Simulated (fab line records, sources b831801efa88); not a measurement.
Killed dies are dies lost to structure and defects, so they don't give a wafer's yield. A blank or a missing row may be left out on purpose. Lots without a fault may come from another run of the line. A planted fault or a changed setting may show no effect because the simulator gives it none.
Chamber matching | flow gf180mcu | GF_V1_CMP_26 on cmp-02: 4 sister chambers
The step polishes, stops on SiO2, t overpolish 15 s, target thk 0 nm. 8 wafers are shown with their chamber, then 7 later ones without.

WAFERS WITH THEIR CHAMBER
wafer  | chamber | motor_current_A (A) | time_to_endpoint_s (s)
L526.6 | 2       | 12.7                | 84
L528.4 | 0       | 11.3                | 81
L528.5 | 1       | 11.3                | 86
L530.2 | 1       | 10.9                | 86
L530.3 | 3       | 10.8                | 74
L530.5 | 3       | 10.9                | 74
L531.2 | 0       | 12.1                | 84
L531.5 | 2       | 13.0                | 89

WAFERS WITHOUT THEIR CHAMBER
wafer  | motor_current_A (A) | time_to_endpoint_s (s)
L531.6 | 11.1                | 79
L532.1 | 11.0                | 85
L532.2 | 11.0                | 84
L532.3 | 11.4                | 79
L534.1 | 13.1                | 84
L534.4 | 11.6                | 81
L534.6 | 12.9                | 82

WHICH CHAMBER EACH WENT THROUGH
wafer  | from the rows above          | in truth
L531.6 | can't be placed: 0 or 3 or 1 | 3
L532.1 | can't be placed: 1 or 0      | 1
L532.2 | can't be placed: 1 or 0      | 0
L532.3 | can't be placed: 0 or 3 or 1 | 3
L534.1 | 2                            | 2
L534.4 | 0                            | 0
L534.6 | can't be placed: 2 or 0      | 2
Placed correctly: 2 of 7. Can't be placed from these rows: 5 (the true chamber is among the candidates in 5). Placed wrongly: 0.
How it was worked out, from the rows above alone: a wafer's distance from a chamber is the root of the sum, over the readings, of the square of ((its reading less the chamber's mean) divided by the reading's scatter). The wafer belongs to the nearest chamber; if the next one is less than 2 further off, it can't be placed. A chamber's mean is the mean of its shown wafers. The scatter: the root of (the sum of the squares of (reading less its chamber's mean) over the shown wafers, divided by (wafers less chambers)).
